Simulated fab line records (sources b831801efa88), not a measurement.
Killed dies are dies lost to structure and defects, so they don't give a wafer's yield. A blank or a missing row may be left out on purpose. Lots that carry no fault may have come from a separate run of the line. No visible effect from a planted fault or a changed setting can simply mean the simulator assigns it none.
Struck lot and sound lot, side by side + flow sky130 + 31 out of 708 route steps
Sound: the wafers L915.1, L915.3, L915.6. Struck: wafer L922.2. (L922.1, L922.4 of the same lot were not struck and are left out.) The cause comes at the end.
For every step that has rows: the tool of each side, followed by ch and its chambers, followed by its first start. Under that, the readings that differ: sound wafers + struck wafers + difference of the means + sigmas: that difference in standard deviations of wafers without a fault.
alike: readings whose means differ by less than 2 such deviations, and words and numbers that are the same on both sides. not compared: withheld readings, readings that some wafer has no value for, bounds like >300 that may hide the same value, and numbers for which the record gives no deviation and whose values overlap.
The two part at a step that has a row with sigmas, a row that says differs or no value, or rows on one side only. Non-overlapping numbers with no deviation appear without sigmas and do not part them. Lack of a reading on every wafer of one side parts them only where that side has two or more wafers.

first, 1 step without rows for these wafers: SKY_VIA1_ETCH_15 (etches SiO2 in C4F8/O2/Ar, stops on TiN, target depth 351 nm, time 54 s).
SKY_VIA1_STRIP_16: strips in O2/N2.
  sound on plasma_asher-01 ch 0,1, day 34 18:01; struck on plasma_asher-03 ch 1, day 37 15:09
| reading               | sound             | struck | difference | sigmas |
|-----------------------|-------------------|--------|------------|--------|
| oes_product_au (a.u.) | 0.413 0.411 0.418 | 0.427  | +0.013     | +3     |
  alike: drypump_motor_current_A, strip_time_to_endpoint_s
  not compared: rf_hours_counter_h
then, 3 steps without rows for these wafers: SKY_VIA1_STRIP_17 (strips in post etch residue remover, time 1200 s); SKY_VIA1_CLEAN_18 (cleans in IPA, time 180 s); SKY_VIA1_CLEAN_19 (cleans in O3/DIW).
SKY_VIA1_SPUTTER_20: material TiN, target thk 20 nm, time 80 s.
  sound on pvd_sputter-04, day 34 18:43; struck on pvd_sputter-01, day 37 15:44
  alike: cathode_dc_power_W, throttle_valve_pct
then, 1 step without rows for these wafers: SKY_VIA1_CVD_21 (deposits W, target thk 270 nm, time 80.902 s).
SKY_VIA1_RS_MEAS_22: measures by four-point-probe.
  sound on film_metro-04, day 34 18:52; struck on film_metro-01, day 37 15:53
  alike: VIA1_W_RS
SKY_VIA1_THK_MEAS_23: measures by xrf.
  sound on film_metro-04, day 34 18:59; struck on film_metro-01, day 37 16:01
  alike: VIA1_W_THK
SKY_VIA1_CMP_24: polishes, stops on SiO2, t overpolish 15 s, target thk 0 nm.
  sound on cmp-02 ch 1,2,3, day 34 19:06; struck on cmp-01 ch 2, day 37 16:04
  alike: motor_current_A, overpolish_run_s, time_to_endpoint_s
then, 2 steps without rows for these wafers: SKY_METAL2_SPUTTER_00 (material Ti, target thk 15 nm, time 10 s); SKY_METAL2_SPUTTER_01 (material TiN, target thk 20 nm, time 16.7 s).
SKY_METAL2_SPUTTER_02: material AlCu, target thk 250 nm, time 13.3 s.
  sound on pvd_sputter-02, day 34 19:23; struck on pvd_sputter-03, day 37 16:26
| reading                                     | sound             | struck | difference | sigmas |
|---------------------------------------------|-------------------|--------|------------|--------|
| model.AlCu_of_METAL2_SPUTTER_02.thk_nm (nm) | 252.4 249.6 251.4 | 379.8  | +128.7     |        |
  alike: cathode_dc_power_W, throttle_valve_pct
then, 2 steps without rows for these wafers: SKY_METAL2_SPUTTER_03 (material Ti, target thk 5 nm, time 3.3 s); SKY_METAL2_SPUTTER_04 (material TiN, target thk 70 nm, time 58.3 s).
SKY_METAL2_RS_MEAS_05: measures by four-point-probe.
  sound on film_metro-02, day 34 19:29; struck on film_metro-02, day 37 16:32
| reading                 | sound                | struck | difference | sigmas |
|-------------------------|----------------------|--------|------------|--------|
| METAL2_ALCU_RS (ohm/sq) | 0.1258 0.1273 0.1261 | 0.0828 | -0.0436    | -29    |
SKY_METAL2_THK_MEAS_06: measures by xrf.
  sound on film_metro-02, day 34 19:37; struck on film_metro-02, day 37 16:39
| reading              | sound       | struck | difference | sigmas |
|----------------------|-------------|--------|------------|--------|
| METAL2_ALCU_THK (nm) | 255 251 250 | 382    | +130       | +41    |
then, 8 steps without rows for these wafers: SKY_METAL2_DEHYDRATE_07 (time 60 s); SKY_METAL2_HMDS_08 (prime time 60 s); SKY_METAL2_COAT_09 (resist thk 60 nm); SKY_METAL2_COAT_10 (resist thk 450 nm); SKY_METAL2_SOFTBAKE_11 (time 88.15 s); SKY_METAL2_EXPOSE_12 (exposes mask MM2, target cd 140 nm); SKY_METAL2_PEB_13; SKY_METAL2_DEVELOP_14 (develop time 60 s).
SKY_METAL2_CD_MEAS_15 targets a cd of 140 nm.
  sound on cd_sem-02, day 35 21:29; struck on cd_sem-02, day 38 17:39
  alike: cd_nm
SKY_METAL2_OVL_MEAS_16:
  sound on overlay-02, day 35 21:37; struck on overlay-01, day 38 17:46
  alike: METAL2_OVL
SKY_METAL2_DESCUM_17: chemistry O2, time 8 s.
  sound on rie_metal-01 ch 1, day 35 21:38; struck on rie_metal-04 ch 1, day 38 17:49
  alike: drypump_motor_current_A, oes_product_au, rf_fwd_power_W
  not compared: rf_hours_counter_h
SKY_METAL2_ETCH_18: etches BARC in N2/H2, stops on SiO2, time 45.9 s, target depth 60 nm.
  sound on rie_metal-01 ch 1, day 35 21:40; struck on rie_metal-04 ch 1, day 38 17:52
  alike: drypump_motor_current_A, oes_product_au, rf_fwd_power_W, throttle_valve_pct
  not compared: rf_hours_counter_h
SKY_METAL2_METAL_ETCH_19: etches the open film in Cl2/BCl3, stops on SiO2, target depth 360 nm, time 78 s.
  sound on rie_metal-01 ch 1, day 35 21:44; struck on rie_metal-04 ch 1, day 38 18:00
| reading               | sound             | struck | difference | sigmas |
|-----------------------|-------------------|--------|------------|--------|
| oes_product_au (a.u.) | 0.865 0.854 0.847 | 0.999  | +0.144     | +23    |
  alike: drypump_motor_current_A, rf_fwd_power_W, throttle_valve_pct
  not compared: rf_hours_counter_h
then, 1 step without rows for these wafers: SKY_METAL2_STRIP_20 (strips in O2/N2).

WHERE THEY PART
At SKY_VIA1_STRIP_16 first; at SKY_METAL2_METAL_ETCH_19 last (within this record only).

WHY: what had been put in by the simulator
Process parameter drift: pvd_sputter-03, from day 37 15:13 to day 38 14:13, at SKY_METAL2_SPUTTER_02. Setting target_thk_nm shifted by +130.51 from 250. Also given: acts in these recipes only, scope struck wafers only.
